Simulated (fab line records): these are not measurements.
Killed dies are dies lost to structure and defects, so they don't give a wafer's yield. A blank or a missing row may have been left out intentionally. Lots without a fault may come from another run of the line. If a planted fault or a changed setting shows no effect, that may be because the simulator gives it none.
One fault through the eyes of 2 desks :: flow sfq line :: what lay behind the numbers comes last; until then each desk has only its own

METROLOGY DESK
Means of the sampled wafers that have a number, per lot and without regard to the tool the lot ran on: this is what the gauges read. Marked OUT: a lot whose mean sits more than 4 standard deviations from the usual mean, which makes it out of limits; the brackets give that distance.
Columns: A = I0_OVL at SFQ_I0_OVL_MEAS_908, usual 2 nm; B = M1_NB_RS at SFQ_M1_RS_MEAS_909, usual 0.900 ohm/sq; C = M1_OVL at SFQ_M1_OVL_MEAS_911, usual 0 nm; D = I1_BOW at SFQ_I1_BOW_MEAS_912, usual 1 um; E = I1_OVL at SFQ_I1_OVL_MEAS_913, usual 2 nm; F = M8_BOW at SFQ_M8_BOW_MEAS_951, usual 10 um
lot: L678
first seen here: day 10 11:55
A: -7
B: 0.908
C: -8
D: 4
E: 7
F: 13

lot: L681
first seen here: day 11 07:07
A: -2
B: 0.890
C: -3
D: 11
E: -0
F: 27

lot: L685
first seen here: day 13 03:43
A: 0
B: 0.878
C: 11
D: 0
E: 0
F: 26

lot: L686
first seen here: day 13 13:05
A: 3
B: 0.849
C: -0
D: 0
E: -2
F: 17

lot: L694
first seen here: day 15 17:47
A: 2
B: 0.929
C: -6
D: 12
E: 3
F: 26

lot: L700
first seen here: day 17 07:44
A: -2
B: 0.875
C: 6
D: -1
E: 8
F: 10
This desk's verdict: no lot among the 6 shows anything out of limits.

FOR THE TOOL OWNER'S DESK: pvd sputter-05
The tool's own readings at SFQ_TRILAYER_M1_DEP_SPUTTER_037 (material Nb, target thk 200 nm, time 133.3 s): means of the sampled wafers that have a number, for each lot that ran on this tool. Marked OUT: a lot whose mean sits more than 4 standard deviations from the usual mean, which makes it out of limits; the brackets give that distance.
Columns: A = cathode dc power W at SFQ_TRILAYER_M1_DEP_SPUTTER_037, usual 2000.0 W; B = throttle valve pct at SFQ_TRILAYER_M1_DEP_SPUTTER_037, usual 29.9 %
lot: L681
first seen here: day 11 08:05
A: 1999.8
B: 29.9

lot: L685
first seen here: day 13 05:19
A: 2077.4 (+99 or more) OUT
B: 29.8

lot: L686
first seen here: day 13 14:04
A: 2077.4 (+99 or more) OUT
B: 29.7
This desk's verdict: out of limits on L685, L686, starting with L685 at day 13 05:19 (cathode dc power W at SFQ_TRILAYER_M1_DEP_SPUTTER_037). L681: within limits.

ALL TOGETHER
At day 13 05:19, on L685, L686, the tool owner's desk was in a position to raise an alarm.
Nothing out of limits was seen by the metrology desk.
The metrology desk has L685, L686 on record, within its limits.
Of the lots named, all ran SFQ_TRILAYER_M1_DEP_SPUTTER_037 on pvd sputter-05.

WHAT THE SIMULATOR PUT IN
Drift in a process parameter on pvd sputter-05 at SFQ_TRILAYER_M1_DEP_SPUTTER_037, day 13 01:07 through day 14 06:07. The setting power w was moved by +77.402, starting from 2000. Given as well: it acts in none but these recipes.
Struck lots among those shown: L685, L686.
Each desk's first reading out of limits, in hours after the fault started: the tool owner's desk, 4.
